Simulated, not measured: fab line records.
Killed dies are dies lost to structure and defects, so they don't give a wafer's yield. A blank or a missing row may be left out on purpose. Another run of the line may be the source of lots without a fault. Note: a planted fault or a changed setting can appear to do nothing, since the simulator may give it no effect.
A lot that was struck, set against a sound lot + flow sfq_line + 42 steps out of a route of 325
Sound: wafers L289.1, L289.4, L289.6. Struck: wafer L305.6; the same lot's L305.1 was not struck, so it is left out; see the end for the cause.
For every step that has rows: the tool of each side, followed by ch and its chambers, followed by its first start. Under that, the readings that differ: sound wafers + struck wafers + difference of the means + sigmas: that difference in standard deviations of wafers without a fault.
alike: readings whose means differ by less than 2 such deviations, and words and numbers that are the same on both sides. not compared: withheld readings, readings that some wafer has no value for, bounds like >300 that may hide the same value, and numbers for which the record gives no deviation and whose values overlap.
The two part at a step that has a row with sigmas, a row that says differs or no value, or rows on one side only. When numbers do not overlap yet have no deviation, they are printed without sigmas and do not part them. A reading missing from all wafers of one side parts the sides only when that side holds two or more wafers.

first, 6 steps without rows for these wafers: SFQ_TRILAYER_I0_VIA_LITHO_COAT_036 (resist thk 62 nm); SFQ_TRILAYER_I0_VIA_LITHO_COAT_031 (resist thk 650 nm); SFQ_TRILAYER_I0_VIA_LITHO_SOFTBAKE_035; SFQ_TRILAYER_I0_VIA_LITHO_EXPOSE_032 (exposes mask I0, target cd 500 nm); SFQ_TRILAYER_I0_VIA_LITHO_PEB_034 (peb time 60 s); SFQ_TRILAYER_I0_VIA_LITHO_DEVELOP_033 (time 60 s).
SFQ_I0_OVL_MEAS_908:
  struck on overlay-02, day 15 03:37; sound on overlay-01, day 10 05:24
  alike: I0_OVL
SFQ_TRILAYER_I0_VIA_BARC_OPEN_VIA_ETCH_046: etches BARC in O2, target depth 125 nm, time 41.7 s.
  sound on rie_diel-02 ch 0,1,3, day 10 05:26; struck on rie_diel-01 ch 2, day 15 03:38
  alike: drypump_motor_current_A, oes_product_au
  not compared: rf_hours_counter_h
then, 4 steps without rows for these wafers: SFQ_TRILAYER_I0_VIA_ETCH_VIA_ETCH_034 (etches SiO2 in CHF3, stops on Nb, target depth 260 nm); SFQ_TRILAYER_I0_VIA_STRIP_STRIP_035 (strips in O2); SFQ_TRILAYER_I0_VIA_STRIP_SOLV_CLEAN_036 (cleans in NMP, time 600 s); SFQ_TRILAYER_M1_DEP_PRE_CLEAN_038 (time 22.5 s).
SFQ_TRILAYER_M1_DEP_SPUTTER_037: material Nb, target thk 200 nm, time 133.3 s.
  struck on pvd_sputter-04, day 15 04:46; sound on pvd_sputter-06, day 10 06:23
| reading                                             | sound           | struck | difference | sigmas |
|-----------------------------------------------------|-----------------|--------|------------|--------|
| model.Nb_of_TRILAYER_M1_DEP_SPUTTER_037.thk_nm (nm) | 196 195.3 203.5 | 185.2  | -13.1      |        |
  alike: throttle_valve_pct
SFQ_M1_RS_MEAS_909: the measuring method here is four-point-probe.
  struck on film_metro-02, day 15 04:52; sound on film_metro-02, day 10 06:29
| reading           | sound             | struck | difference | sigmas |
|-------------------|-------------------|--------|------------|--------|
| M1_NB_RS (ohm/sq) | 0.910 0.913 0.875 | 0.964  | +0.065     | +5     |
then, 6 steps without rows for these wafers: SFQ_TRILAYER_M1_LITHO_COAT_044 (resist thk 62 nm); SFQ_TRILAYER_M1_LITHO_COAT_039 (resist thk 600 nm); SFQ_TRILAYER_M1_LITHO_SOFTBAKE_043; SFQ_TRILAYER_M1_LITHO_EXPOSE_040 (exposes mask M1, target cd 500 nm); SFQ_TRILAYER_M1_LITHO_PEB_042 (peb time 60 s); SFQ_TRILAYER_M1_LITHO_DEVELOP_041 (time 60 s).
-- the record jumps here: 3 days lie between the struck wafers' starts before and after --
SFQ_M1_OVL_MEAS_911:
  struck on overlay-02, day 18 00:01; sound on overlay-02, day 13 01:13
  alike: M1_OVL
then, 1 step without rows for these wafers: SFQ_TRILAYER_M1_BARC_OPEN_METAL_ETCH_054 (etches BARC in O2, target depth 125 nm, time 41.7 s).
SFQ_TRILAYER_M1_ETCH_METAL_ETCH_042: etches Nb in Cl2/Ar, stops on SiO2, target depth 240 nm, time 120 s.
  sound on rie_metal-03 ch 0,1, day 13 01:18; struck on rie_metal-02 ch 0, day 18 00:06
| reading                     | sound             | struck | difference | sigmas |
|-----------------------------|-------------------|--------|------------|--------|
| drypump_motor_current_A (A) | 5.1 5.3 5.1       | 6.3    | +1.1       | +3     |
| oes_product_au (a.u.)       | 0.889 0.887 0.902 | 0.852  | -0.041     | -5     |
  not compared: rf_hours_counter_h
then, 2 steps without rows for these wafers: SFQ_TRILAYER_M1_STRIP_STRIP_043 (strips in O2); SFQ_TRILAYER_M1_STRIP_SOLV_CLEAN_044 (cleans in NMP, time 600 s).
SFQ_TRILAYER_I1_DEP_PECVD_045: deposits SiO2 from SiH4/N2O, time 111.11 s, target thk 500 nm.
  sound on pecvd-04 ch 0,2, day 13 02:23; struck on pecvd-02 ch 1, day 18 01:00
| reading                | sound          | struck | difference | sigmas |
|------------------------|----------------|--------|------------|--------|
| heater_power_w (W)     | 90 91 68       | 42     | -41        | -3     |
| throttle_valve_pct (%) | 22.3 22.1 22.7 | 26.8   | +4.4       | +3     |
then, 1 step without rows for these wafers: SFQ_TRILAYER_I1_CMP_CMP_046 (polishes SiO2).
SFQ_I1_BOW_MEAS_912:
  struck on film_metro-02, day 18 08:22; sound on film_metro-04, day 13 13:04
  alike: I1_BOW
SFQ_TRILAYER_I1_METRO_MEASURE_047:
  struck on film_metro-02, day 18 09:29; sound on film_metro-04, day 13 13:11
  alike: thk_nm
then, 6 steps without rows for these wafers: SFQ_TRILAYER_I1_VIA_LITHO_COAT_054 (resist thk 62 nm); SFQ_TRILAYER_I1_VIA_LITHO_COAT_049 (resist thk 650 nm); SFQ_TRILAYER_I1_VIA_LITHO_SOFTBAKE_053; SFQ_TRILAYER_I1_VIA_LITHO_EXPOSE_050 (exposes mask I1, target cd 500 nm); SFQ_TRILAYER_I1_VIA_LITHO_PEB_052 (peb time 60 s); SFQ_TRILAYER_I1_VIA_LITHO_DEVELOP_051 (time 60 s).
-- the record jumps here: 5 days lie between the struck wafers' starts before and after --
SFQ_I1_OVL_MEAS_913:
  struck on overlay-02, day 23 11:18; sound on overlay-01, day 17 15:44
  alike: I1_OVL
then, 1 step without rows for these wafers: SFQ_TRILAYER_I1_VIA_BARC_OPEN_VIA_ETCH_071 (etches BARC in O2, target depth 125 nm, time 41.7 s).
SFQ_TRILAYER_I1_VIA_ETCH_VIA_ETCH_052: etches SiO2 in CHF3, stops on Nb, target depth 260 nm.
  sound on rie_diel-01 ch 0,1,2, day 17 15:48; struck on rie_diel-03 ch 2, day 23 11:23
  alike: drypump_motor_current_A, oes_product_au
SFQ_TRILAYER_I1_VIA_STRIP_STRIP_053: strips in O2.
  sound on rie_metal-04 ch 0,1, day 17 15:55; struck on rie_metal-01 ch 0, day 23 11:29
| reading                     | sound       | struck | difference | sigmas |
|-----------------------------|-------------|--------|------------|--------|
| drypump_motor_current_A (A) | 6.0 5.8 6.0 | 5.0    | -0.9       | -2     |
  alike: oes_product_au
  not compared: rf_hours_counter_h
then, 2 steps without rows for these wafers: SFQ_TRILAYER_I1_VIA_STRIP_SOLV_CLEAN_054 (cleans in NMP, time 600 s); SFQ_TRILAYER_M2_DEP_PRE_CLEAN_056 (time 22.5 s).
-- the record jumps here: 51 days lie between the struck wafers' starts before and after --
SFQ_M8_BOW_MEAS_951:
  struck on film_metro-04, day 74 00:19; sound on film_metro-01, day 70 03:49
| reading                 | sound                | struck | difference | sigmas |
|-------------------------|----------------------|--------|------------|--------|
| model.etest.m1.ohm_um   | 1.819 1.815 1.758    | 1.905  | +0.108     |        |
| model.etest.i0.link_ohm | 1.982 1.99 1.933     | 2.042  | +0.074     |        |
| model.etest.i1.link_ohm | 1.972 1.99 1.951     | 2.038  | +0.067     |        |
| model.etest.m1.ohm_sq   | 0.9075 0.9109 0.8739 | 0.9607 | +0.0633    |        |
  alike: M8_BOW

## WHERE THEY PART
At SFQ_M1_RS_MEAS_909 first; at SFQ_TRILAYER_I1_VIA_STRIP_STRIP_053 last (within this record only). Later steps at which nothing parts them and some readings are alike: SFQ_M8_BOW_MEAS_951.

WHY: whatever the simulator had introduced
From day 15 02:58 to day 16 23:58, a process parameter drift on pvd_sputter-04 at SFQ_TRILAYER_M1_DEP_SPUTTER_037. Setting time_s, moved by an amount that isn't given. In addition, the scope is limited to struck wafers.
